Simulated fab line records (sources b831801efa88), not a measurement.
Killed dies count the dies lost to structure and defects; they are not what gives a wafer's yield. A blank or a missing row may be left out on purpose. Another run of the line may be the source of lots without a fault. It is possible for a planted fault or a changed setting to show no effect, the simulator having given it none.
fab line records    flow sky130
record: lots: 24  wafers: 72  last_day: 50
route steps=708 shown NWELL@79 VT_ADJUST_LVTN@117 VT_ADJUST_HVTR@138 LDD_N@254 METAL1@440 CAPM@541
lots untouched by any fault: they come from a run of this same line in which no faults occurred
start_h: hours from the record's first day to the start of the lot's first wafer shown    wait_h: how many hours have passed since the lot's step before this one    " same as the row above    L1.1+2: one row covering several wafers at once    - no value present, or no start provided    * or withheld: withheld    < > ~ a bound
route shown NAME@n: names a module that has steps shown in the file, with the first one's number in the route    usual: the fault-free wafers' mean and standard deviation    same: alike in all rows    chamber/n: place in a boat    sites: each site's reading    _std_site: their standard deviation    _edge_site: outer sites' mean less inner sites'    radius_mm: how far each site lies from the wafer's centre    mask NAME#n: copy n    behind: the tool/chamber that last shaped the wafer    hold: the reason the lot was held/the length of the hold in hours/how it ended    device: transistor that didn't switch, given as n, p or np    end of line: the route-end tests of the same wafers    a step without rows: its recipe alone    killed: not the wafer's yield, but the dies lost to structure and defects at the first sort    map: dies across one wafer; x = killed, . = not, _ = none there
set.NAME: the setting the step ran with; set.NAME@STEP: the setting that earlier step ran with    model.NAME: the simulator's own value behind a step, which no gauge read
one table for each step of the route and one row for each wafer, over a sample of lots
services: the hour from which a tool's chamber was out of use, counted from the record's first day as start_h (under 0 if before that day), plus the number of hours and why
== steps ==
step: SKY_NWELL_TW_MEAS_26
usual: NWELL_2_TW: 495/5.2
lot.wafer  tool           chamber  start_h  wait_h  NWELL_2_TW
L074.2     film_metro-04  -        100.33   0.1     491
L074.4     "              -        "        "       489
L074.5     "              -        "        "       489
L075.1     film_metro-01  -        108.07   0.1     496
L075.4     "              -        "        "       496
L075.5     "              -        "        "       498
L076.3     film_metro-01  -        114.34   0.1     496
L076.4     "              -        "        "       495
L076.6     "              -        "        "       499
L077.1     film_metro-01  -        118.77   0.1     498
L077.2     "              -        "        "       498
L077.4     "              -        "        "       499
L078.2     film_metro-01  -        127.10   0.1     498
L078.3     "              -        "        "       499
L078.4     "              -        "        "       495
L079.1     film_metro-01  -        131.39   0.1     499
L079.4     "              -        "        "       497
L079.5     "              -        "        "       498
L080.2     film_metro-01  -        140.00   0.1     499
L080.3     "              -        "        "       501
L080.4     "              -        "        "       503
L081.1     film_metro-04  -        146.77   0.1     486
L081.2     "              -        "        "       485
L081.4     "              -        "        "       487
L082.1     film_metro-01  -        150.67   0.1     495
L082.3     "              -        "        "       497
L082.6     "              -        "        "       496
L083.1     film_metro-01  -        156.17   0.1     500
L083.2     "              -        "        "       498
L083.3     "              -        "        "       498
L084.1     film_metro-01  -        163.82   0.1     499
L084.2     "              -        "        "       495
L084.6     "              -        "        "       501
L085.2     film_metro-01  -        169.50   0.1     497
L085.4     "              -        "        "       493
L085.5     "              -        "        "       494
L086.2     film_metro-04  -        175.50   0.1     488
L086.4     "              -        "        "       489
L086.5     "              -        "        "       489
L087.2     film_metro-04  -        179.88   0.1     490
L087.3     "              -        "        "       486
L087.5     "              -        "        "       487
L088.1     film_metro-04  -        184.99   0.1     490
L088.4     "              -        "        "       488
L088.5     "              -        "        "       493
L089.1     film_metro-01  -        191.67   0.1     496
L089.5     "              -        "        "       495
L089.6     "              -        "        "       497
L090.2     film_metro-01  -        199.95   0.1     501
L090.4     "              -        "        "       501
L090.6     "              -        "        "       500
L091.1     film_metro-04  -        206.07   0.1     486
L091.5     "              -        "        "       489
L091.6     "              -        "        "       489
L092.3     film_metro-01  -        211.89   0.1     503
L092.5     "              -        "        "       501
L092.6     "              -        "        "       499
L093.2     film_metro-01  -        219.80   0.1     497
L093.3     "              -        "        "       497
L093.5     "              -        "        "       498
L094.1     film_metro-03  -        225.19   0.1     498
L094.3     "              -        "        "       495
L094.6     "              -        "        "       495
L095.1     film_metro-03  -        229.34   0.1     496
L095.4     "              -        "        "       498
L095.5     "              -        "        "       498
L096.3     film_metro-04  -        235.01   0.1     487
L096.5     "              -        "        "       488
L096.6     "              -        "        "       486
L097.1     film_metro-04  -        250.79   0.1     486
L097.3     "              -        "        "       488
L097.5     "              -        "        "       487
step: SKY_VT_ADJUST_LVTN_STRIP_20
recipe: chemistry: O2/N2  power_w: 1400  pressure_mtorr: 1500  platen_temp_c: withheld  o2_flow_sccm: 3000  n2_flow_sccm: 300  overash_fraction: 0.5
usual: drypump_motor_current_A: 5.6/0.42  oes_product_au: 0.715/0.0047  strip_time_to_endpoint_s: 14.17/0.042
lot.wafer  tool             chamber  start_h  wait_h  drypump_motor_current_A  oes_product_au  rf_hours_counter_h  strip_time_to_endpoint_s
L074.2     plasma_asher-04  0        156.67   0.1     5.6                      0.713           48                  14.20
L074.4     "                1        "        "       5.0                      0.712           -                   14.15
L074.5     "                0        "        "       5.6                      0.718           -                   14.15
L075.1     plasma_asher-04  1        164.62   0.1     5.0                      0.718           49                  14.16
L075.4     "                0        "        "       5.6                      0.716           -                   14.21
L075.5     "                1        "        "       5.0                      0.715           -                   14.21
L076.3     plasma_asher-04  0        171.63   0.1     5.6                      0.719           -                   14.15
L076.4     "                1        "        "       5.0                      0.712           -                   14.20
L076.6     "                1        "        "       5.0                      0.704           -                   14.19
L077.1     plasma_asher-03  0        177.57   0.1     6.1                      0.709           5                   14.12
L077.2     "                1        "        "       5.3                      0.717           5                   14.15
L077.4     "                1        "        "       5.3                      0.714           -                   14.17
L078.2     plasma_asher-03  1        186.70   0.1     5.3                      0.716           6                   14.19
L078.3     "                1        "        "       5.3                      0.718           -                   14.20
L078.4     "                0        "        "       6.1                      0.715           -                   14.16
L079.1     plasma_asher-01  1        192.67   0.1     6.1                      0.715           51                  14.07
L079.4     "                1        "        "       6.0                      0.711           -                   14.12
L079.5     "                1        "        "       6.1                      0.713           -                   14.10
L080.2     plasma_asher-01  1        202.44   0.1     6.0                      0.715           53                  14.22
L080.3     "                1        "        "       6.0                      0.715           -                   14.15
L080.4     "                0        "        "       5.2                      0.721           -                   14.21
L081.1     plasma_asher-01  1        209.85   0.1     6.1                      0.711           53                  14.16
L081.2     "                0        "        "       5.2                      0.727           53                  14.17
L081.4     "                0        "        "       5.2                      0.724           -                   14.17
L082.1     plasma_asher-03  1        215.25   0.1     5.4                      0.713           9                   14.22
L082.3     "                0        "        "       6.1                      0.717           -                   14.27
L082.6     "                0        "        "       6.1                      0.722           -                   14.26
L083.1     plasma_asher-01  0        221.65   0.1     5.2                      0.721           55                  14.10
L083.2     "                1        "        "       6.0                      0.720           55                  14.12
L083.3     "                1        "        "       6.0                      0.717           -                   14.08
L084.1     plasma_asher-01  0        228.59   0.1     5.2                      0.707           55                  14.17
L084.2     "                1        "        "       6.1                      0.712           55                  14.12
L084.6     "                1        "        "       6.1                      0.711           -                   14.17
L085.2     plasma_asher-01  1        236.45   0.1     6.1                      0.713           56                  14.20
L085.4     "                1        "        "       6.0                      0.719           -                   14.15
L085.5     "                1        "        "       6.0                      0.719           -                   14.13
L086.2     plasma_asher-01  0        243.17   0.1     5.2                      0.720           57                  14.18
L086.4     "                0        "        "       5.2                      0.720           -                   14.18
L086.5     "                0        "        "       5.2                      0.720           -                   14.15
L087.2     plasma_asher-03  0        248.09   0.1     6.1                      0.717           14                  14.16
L087.3     "                0        "        "       6.1                      0.719           -                   14.18
L087.5     "                0        "        "       6.1                      0.716           -                   14.21
L088.1     plasma_asher-03  0        253.60   0.1     6.1                      0.709           15                  14.19
L088.4     "                0        "        "       6.1                      0.704           -                   14.17
L088.5     "                1        "        "       5.3                      0.722           -                   14.16
L089.1     plasma_asher-03  0        260.69   0.1     6.1                      0.725           16                  14.27
L089.5     "                0        "        "       6.1                      0.714           -                   14.26
L089.6     "                1        "        "       5.4                      0.716           -                   14.23
L090.2     plasma_asher-04  0        268.72   0.1     5.6                      0.709           54                  14.12
L090.4     "                0        "        "       5.6                      0.717           -                   14.14
L090.6     "                1        "        "       5.0                      0.718           -                   14.12
L091.1     plasma_asher-01  1        276.99   0.1     6.0                      0.719           61                  14.17
L091.5     "                0        "        "       5.2                      0.720           -                   14.16
L091.6     "                1        "        "       6.1                      0.713           -                   14.14
L092.3     plasma_asher-03  1        282.41   0.1     5.3                      0.713           -                   14.16
L092.5     "                1        "        "       5.4                      0.713           -                   14.16
L092.6     "                0        "        "       6.1                      0.714           -                   14.17
L093.2     plasma_asher-01  1        292.62   0.1     6.1                      0.716           62                  14.17
L093.3     "                0        "        "       5.2                      0.714           -                   14.19
L093.5     "                1        "        "       6.1                      0.725           -                   14.17
L094.1     plasma_asher-03  0        299.45   0.1     6.1                      0.715           19                  14.18
L094.3     "                0        "        "       6.1                      0.712           -                   14.16
L094.6     "                0        "        "       6.1                      0.719           -                   14.20
L095.1     plasma_asher-01  1        303.25   0.1     6.1                      0.720           63                  14.16
L095.4     "                1        "        "       6.1                      0.711           -                   14.13
L095.5     "                1        "        "       6.0                      0.707           -                   14.17
L096.3     plasma_asher-03  1        310.31   0.1     5.4                      0.717           -                   14.21
L096.5     "                1        "        "       5.4                      0.714           -                   14.15
L096.6     "                0        "        "       6.1                      0.714           -                   14.18
L097.1     plasma_asher-01  0        327.57   0.1     5.2                      0.718           66                  14.13
L097.3     "                1        "        "       6.1                      0.713           -                   14.14
L097.5     "                0        "        "       5.2                      0.723           -                   14.21
step: SKY_VT_ADJUST_HVTR_CD_MEAS_07
recipe: target_cd_nm: 380
usual: cd_nm: 381.0/2.5
lot.wafer  tool       chamber  start_h  wait_h  cd_nm
L074.2     cd_sem-01  -        198.23   0.1     377.9
L074.4     "          -        "        "       377.7
L074.5     "          -        "        "       378.4
L075.1     cd_sem-01  -        206.44   0.1     383.0
L075.4     "          -        "        "       382.6
L075.5     "          -        "        "       383.3
L076.3     cd_sem-02  -        215.55   0.1     381.8
L076.4     "          -        "        "       380.4
L076.6     "          -        "        "       381.3
L077.1     cd_sem-01  -        221.90   0.1     378.7
L077.2     "          -        "        "       380.2
L077.4     "          -        "        "       377.1
L078.2     cd_sem-02  -        230.43   0.1     377.4
L078.3     "          -        "        "       377.9
L078.4     "          -        "        "       377.7
L079.1     cd_sem-02  -        238.16   0.1     381.3
L079.4     "          -        "        "       382.1
L079.5     "          -        "        "       380.9
L080.2     cd_sem-02  -        248.58   0.1     382.7
L080.3     "          -        "        "       380.9
L080.4     "          -        "        "       382.0
L081.1     cd_sem-02  -        256.21   0.1     387.3
L081.2     "          -        "        "       383.3
L081.4     "          -        "        "       384.8
L082.1     cd_sem-02  -        262.76   0.1     384.8
L082.3     "          -        "        "       384.1
L082.6     "          -        "        "       382.6
L083.1     cd_sem-02  -        268.24   0.1     381.7
L083.2     "          -        "        "       378.3
L083.3     "          -        "        "       379.1
L084.1     cd_sem-01  -        276.19   0.1     378.8
L084.2     "          -        "        "       378.2
L084.6     "          -        "        "       376.5
L085.2     cd_sem-02  -        284.12   0.1     380.1
L085.4     "          -        "        "       380.2
L085.5     "          -        "        "       384.4
L086.2     cd_sem-01  -        292.37   0.1     382.2
L086.4     "          -        "        "       381.2
L086.5     "          -        "        "       380.7
L087.2     cd_sem-01  -        296.21   0.1     383.9
L087.3     "          -        "        "       379.8
L087.5     "          -        "        "       382.8
L088.1     cd_sem-02  -        303.19   0.1     383.5
L088.4     "          -        "        "       383.3
L088.5     "          -        "        "       381.3
L089.1     cd_sem-02  -        311.20   0.1     379.4
L089.5     "          -        "        "       378.3
L089.6     "          -        "        "       378.8
L090.2     cd_sem-01  -        320.57   0.1     384.0
L090.4     "          -        "        "       380.9
L090.6     "          -        "        "       382.7
L091.1     cd_sem-02  -        328.15   0.1     380.9
L091.5     "          -        "        "       379.8
L091.6     "          -        "        "       380.2
L092.3     cd_sem-02  -        334.05   0.1     378.3
L092.5     "          -        "        "       379.8
L092.6     "          -        "        "       379.9
L093.2     cd_sem-02  -        344.48   0.1     382.3
L093.3     "          -        "        "       379.0
L093.5     "          -        "        "       379.0
L094.1     cd_sem-01  -        352.45   0.1     383.3
L094.3     "          -        "        "       384.0
L094.6     "          -        "        "       381.9
L095.1     cd_sem-01  -        356.95   0.1     384.7
L095.4     "          -        "        "       385.0
L095.5     "          -        "        "       383.9
L096.3     cd_sem-02  -        364.08   0.1     375.3
L096.5     "          -        "        "       376.0
L096.6     "          -        "        "       376.3
L097.1     cd_sem-01  -        382.40   0.1     377.9
L097.3     "          -        "        "       381.5
L097.5     "          -        "        "       380.3
step: SKY_LDD_N_TW_MEAS_17
usual: LDD_N_TW: 2573/25
lot.wafer  tool           chamber  start_h  wait_h  LDD_N_TW
L074.2     film_metro-04  -        395.90   0.1     2546
L074.4     "              -        "        "       2543
L074.5     "              -        "        "       2551
L075.1     film_metro-02  -        405.37   0.1     2596
L075.4     "              -        "        "       2595
L075.5     "              -        "        "       2609
L076.3     film_metro-02  -        422.74   0.1     2596
L076.4     "              -        "        "       2602
L076.6     "              -        "        "       2602
L077.1     film_metro-02  -        423.97   0.1     2597
L077.2     "              -        "        "       2595
L077.4     "              -        "        "       2585
L078.2     film_metro-04  -        436.76   0.1     2559
L078.3     "              -        "        "       2540
L078.4     "              -        "        "       2564
L079.1     film_metro-01  -        452.09   0.1     2569
L079.4     "              -        "        "       2576
L079.5     "              -        "        "       2584
L080.2     film_metro-04  -        461.45   0.1     2527
L080.3     "              -        "        "       2530
L080.4     "              -        "        "       2547
L081.1     film_metro-02  -        470.42   0.1     2621
L081.2     "              -        "        "       2613
L081.4     "              -        "        "       2602
L082.1     film_metro-04  -        475.79   0.1     2538
L082.3     "              -        "        "       2550
L082.6     "              -        "        "       2534
L083.1     film_metro-02  -        484.54   0.1     2623
L083.2     "              -        "        "       2610
L083.3     "              -        "        "       2618
L084.1     film_metro-02  -        494.85   0.1     2617
L084.2     "              -        "        "       2616
L084.6     "              -        "        "       2607
L085.2     film_metro-04  -        506.13   0.1     2551
L085.4     "              -        "        "       2567
L085.5     "              -        "        "       2544
L086.2     film_metro-04  -        515.70   0.1     2548
L086.4     "              -        "        "       2548
L086.5     "              -        "        "       2560
L087.2     film_metro-04  -        517.66   0.1     2548
L087.3     "              -        "        "       2550
L087.5     "              -        "        "       2551
L088.1     film_metro-01  -        532.84   0.1     2573
L088.4     "              -        "        "       2582
L088.5     "              -        "        "       2580
L089.1     film_metro-04  -        535.37   0.1     2559
L089.5     "              -        "        "       2543
L089.6     "              -        "        "       2558
L090.2     film_metro-02  -        540.01   0.1     2598
L090.4     "              -        "        "       2601
L090.6     "              -        "        "       2608
L091.1     film_metro-02  -        555.29   0.1     2591
L091.5     "              -        "        "       2581
L091.6     "              -        "        "       2580
L092.3     film_metro-01  -        561.86   0.1     2577
L092.5     "              -        "        "       2577
L092.6     "              -        "        "       2579
L093.2     film_metro-02  -        572.80   0.1     2580
L093.3     "              -        "        "       2575
L093.5     "              -        "        "       2593
L094.1     film_metro-01  -        578.45   0.1     2544
L094.3     "              -        "        "       2566
L094.6     "              -        "        "       2559
L095.1     film_metro-01  -        596.82   0.1     2551
L095.4     "              -        "        "       2551
L095.5     "              -        "        "       2557
L096.3     film_metro-01  -        598.84   0.1     2556
L096.5     "              -        "        "       2556
L096.6     "              -        "        "       2549
L097.1     film_metro-01  -        608.01   0.1     2568
L097.3     "              -        "        "       2568
L097.5     "              -        "        "       2555
step: SKY_METAL1_THK_MEAS_06
recipe: thk_meas_gauge: xrf  reads: AlCu_of_METAL1_SPUTTER_02
usual: METAL1_ALCU_THK: 251.8/2.6
lot.wafer  tool           chamber  start_h  wait_h  METAL1_ALCU_THK[nm]
L074.2     film_metro-03  -        730.76   0.1     252.7
L074.4     "              -        "        "       254.1
L074.5     "              -        "        "       255.3
L075.1     film_metro-01  -        739.09   0.1     251.2
L075.4     "              -        "        "       250.5
L075.5     "              -        "        "       250.7
L076.3     film_metro-04  -        757.14   0.1     256.5
L076.4     "              -        "        "       256.2
L076.6     "              -        "        "       256.6
L077.1     film_metro-04  -        758.18   0.1     255.0
L077.2     "              -        "        "       252.6
L077.4     "              -        "        "       254.2
L078.2     film_metro-04  -        767.36   0.1     252.8
L078.3     "              -        "        "       250.7
L078.4     "              -        "        "       252.9
L079.1     film_metro-01  -        779.05   0.1     252.6
L079.4     "              -        "        "       252.3
L079.5     "              -        "        "       250.7
L080.2     film_metro-03  -        788.84   0.1     249.7
L080.3     "              -        "        "       252.9
L080.4     "              -        "        "       251.2
L081.1     film_metro-01  -        796.22   0.1     253.8
L081.2     "              -        "        "       253.3
L081.4     "              -        "        "       254.9
L082.1     film_metro-01  -        802.94   0.1     244.0
L082.3     "              -        "        "       248.7
L082.6     "              -        "        "       248.5
L083.1     film_metro-03  -        806.13   0.1     254.2
L083.2     "              -        "        "       252.7
L083.3     "              -        "        "       254.2
L084.1     film_metro-03  -        817.05   0.1     250.7
L084.2     "              -        "        "       249.6
L084.6     "              -        "        "       251.2
L085.2     film_metro-01  -        826.65   0.1     253.2
L085.4     "              -        "        "       246.8
L085.5     "              -        "        "       251.0
L086.2     film_metro-01  -        835.35   0.1     252.9
L086.4     "              -        "        "       253.6
L086.5     "              -        "        "       252.3
L087.2     film_metro-03  -        836.22   0.1     251.8
L087.3     "              -        "        "       252.5
L087.5     "              -        "        "       251.6
L088.1     film_metro-01  -        850.30   0.1     247.0
L088.4     "              -        "        "       246.0
L088.5     "              -        "        "       250.3
L089.1     film_metro-01  -        853.43   0.1     249.9
L089.5     "              -        "        "       251.6
L089.6     "              -        "        "       249.8
L090.2     film_metro-03  -        856.87   0.1     252.1
L090.4     "              -        "        "       250.0
L090.6     "              -        "        "       250.4
L091.1     film_metro-01  -        868.88   0.1     246.9
L091.5     "              -        "        "       252.1
L091.6     "              -        "        "       246.8
L092.3     film_metro-03  -        874.77   0.1     253.4
L092.5     "              -        "        "       251.6
L092.6     "              -        "        "       251.8
L093.2     film_metro-04  -        883.66   0.1     250.8
L093.3     "              -        "        "       253.0
L093.5     "              -        "        "       252.9
L094.1     film_metro-01  -        887.98   0.1     246.8
L094.3     "              -        "        "       247.5
L094.6     "              -        "        "       250.9
L095.1     film_metro-03  -        905.14   0.1     249.6
L095.4     "              -        "        "       248.8
L095.5     "              -        "        "       249.4
L096.3     film_metro-03  -        908.77   0.1     254.3
L096.5     "              -        "        "       255.7
L096.6     "              -        "        "       253.6
L097.1     film_metro-03  -        915.99   0.1     255.0
L097.3     "              -        "        "       253.1
L097.5     "              -        "        "       252.1
step: SKY_CAPM_THK_MEAS_04
recipe: thk_meas_gauge: xrf  reads: TiN_of_CAPM_SPUTTER_02
usual: CAPM_TIN_THK: 202.2/2.3
lot.wafer  tool           chamber  start_h  wait_h  CAPM_TIN_THK[nm]
L074.2     film_metro-03  -        843.43   0.1     197.9
L074.4     "              -        "        "       198.3
L074.5     "              -        "        "       198.7
L075.1     film_metro-01  -        852.20   0.1     200.8
L075.4     "              -        "        "       201.2
L075.5     "              -        "        "       200.6
L076.3     film_metro-01  -        869.38   0.1     195.6
L076.4     "              -        "        "       199.2
L076.6     "              -        "        "       199.3
L077.1     film_metro-04  -        870.34   0.1     203.0
L077.2     "              -        "        "       203.9
L077.4     "              -        "        "       204.1
L078.2     film_metro-04  -        879.98   0.1     203.8
L078.3     "              -        "        "       199.0
L078.4     "              -        "        "       201.6
L079.1     film_metro-03  -        890.33   0.1     203.9
L079.4     "              -        "        "       203.7
L079.5     "              -        "        "       201.5
L080.2     film_metro-01  -        900.31   0.1     201.1
L080.3     "              -        "        "       199.3
L080.4     "              -        "        "       199.2
L081.1     film_metro-01  -        907.99   0.1     201.0
L081.2     "              -        "        "       202.8
L081.4     "              -        "        "       201.1
L082.1     film_metro-01  -        913.55   0.1     203.1
L082.3     "              -        "        "       201.9
L082.6     "              -        "        "       204.2
L083.1     film_metro-03  -        917.07   0.1     201.1
L083.2     "              -        "        "       204.2
L083.3     "              -        "        "       204.0
L084.1     film_metro-03  -        928.01   0.1     201.2
L084.2     "              -        "        "       201.9
L084.6     "              -        "        "       200.4
L085.2     film_metro-01  -        937.07   0.1     203.7
L085.4     "              -        "        "       202.7
L085.5     "              -        "        "       204.1
L086.2     film_metro-03  -        944.47   0.1     201.4
L086.4     "              -        "        "       203.7
L086.5     "              -        "        "       203.6
L087.2     film_metro-03  -        944.65   0.1     198.9
L087.3     "              -        "        "       198.9
L087.5     "              -        "        "       201.4
L088.1     film_metro-03  -        956.51   0.1     200.5
L088.4     "              -        "        "       198.2
L088.5     "              -        "        "       200.8
L089.1     film_metro-03  -        959.83   0.1     203.7
L089.5     "              -        "        "       205.1
L089.6     "              -        "        "       203.3
L090.2     film_metro-03  -        965.04   0.1     204.7
L090.4     "              -        "        "       203.4
L090.6     "              -        "        "       205.3
L091.1     film_metro-03  -        975.43   0.1     205.1
L091.5     "              -        "        "       205.3
L091.6     "              -        "        "       203.0
L092.3     film_metro-03  -        979.37   0.1     203.8
L092.5     "              -        "        "       201.5
L092.6     "              -        "        "       202.4
L093.2     film_metro-03  -        988.62   0.1     204.1
L093.3     "              -        "        "       203.3
L093.5     "              -        "        "       201.0
L094.1     film_metro-01  -        993.64   0.1     202.3
L094.3     "              -        "        "       197.7
L094.6     "              -        "        "       203.3
L095.1     film_metro-03  -        1007.61  0.1     203.9
L095.4     "              -        "        "       204.3
L095.5     "              -        "        "       205.1
L096.3     film_metro-01  -        1011.53  0.1     201.9
L096.5     "              -        "        "       204.6
L096.6     "              -        "        "       204.2
L097.1     film_metro-01  -        1017.01  0.1     204.1
L097.3     "              -        "        "       206.5
L097.5     "              -        "        "       204.7
== services ==
tool             chamber  start_h  hours  kind
plasma_asher-03  -        139.75   6.9    repair
plasma_asher-04  -        199.78   0.7    repair
plasma_asher-04  -        208.36   54.3   repair
plasma_asher-01  -        212.83   1.9    repair
plasma_asher-01  -        247.36   3.7    repair
plasma_asher-01  -        295.00   0.5    repair
plasma_asher-03  -        299.97   2.6    repair
plasma_asher-03  -        302.06   1.9    repair
== key ==
fault none
